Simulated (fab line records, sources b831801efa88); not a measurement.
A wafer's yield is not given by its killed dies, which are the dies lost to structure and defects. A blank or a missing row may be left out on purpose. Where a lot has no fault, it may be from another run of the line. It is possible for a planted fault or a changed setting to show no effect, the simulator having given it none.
Chamber matching || flow sky130 || 3 sister chambers for SKY_PASSIVATION_CVD_00 on pecvd-03
The step deposits SiO2, target thk 90 nm. 3 wafers are shown with their chamber, then 8 later ones without.

== WAFERS WITH THEIR CHAMBER ==
{"wafer": "L082.5", "chamber": 1, "heater_power_w (W)": 744}
{"wafer": "L082.6", "chamber": 0, "heater_power_w (W)": 637}
{"wafer": "L089.3", "chamber": 2, "heater_power_w (W)": 574}

== WAFERS WITH NO CHAMBER GIVEN ==
{"wafer": "L089.5", "heater_power_w (W)": 560}
{"wafer": "L089.6", "heater_power_w (W)": 763}
{"wafer": "L094.1", "heater_power_w (W)": 756}
{"wafer": "L094.2", "heater_power_w (W)": 620}
{"wafer": "L094.5", "heater_power_w (W)": 622}
{"wafer": "L095.2", "heater_power_w (W)": 655}
{"wafer": "L095.3", "heater_power_w (W)": 657}
{"wafer": "L095.5", "heater_power_w (W)": 676}

== EACH ONE'S CHAMBER ==
{"wafer": "L089.5", "from the rows above": 2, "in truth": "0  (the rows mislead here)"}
{"wafer": "L089.6", "from the rows above": 1, "in truth": 1}
{"wafer": "L094.1", "from the rows above": 1, "in truth": 1}
{"wafer": "L094.2", "from the rows above": "can't be placed: 0 or 2", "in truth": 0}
{"wafer": "L094.5", "from the rows above": "can't be placed: 0 or 2", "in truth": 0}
{"wafer": "L095.2", "from the rows above": 0, "in truth": 0}
{"wafer": "L095.3", "from the rows above": 0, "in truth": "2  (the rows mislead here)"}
{"wafer": "L095.5", "from the rows above": "can't be placed: 0 or 1", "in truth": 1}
Placed correctly: 3 of 8. These rows do not allow placing 3 (true chamber among the candidates in 3). Placed wrongly: 2.
How it was worked out, from the rows above alone: a wafer's distance from a chamber is the root of the sum, over the readings, of the square of ((its reading less the chamber's mean) divided by the reading's scatter). The wafer belongs to the nearest chamber; if the next one is less than 2 further off, it can't be placed. The mean given for a chamber averages the wafers shown for that chamber. The scatter: with one shown wafer a chamber, the root of the mean of the squares of how far each hidden wafer lies from its nearest shown one.
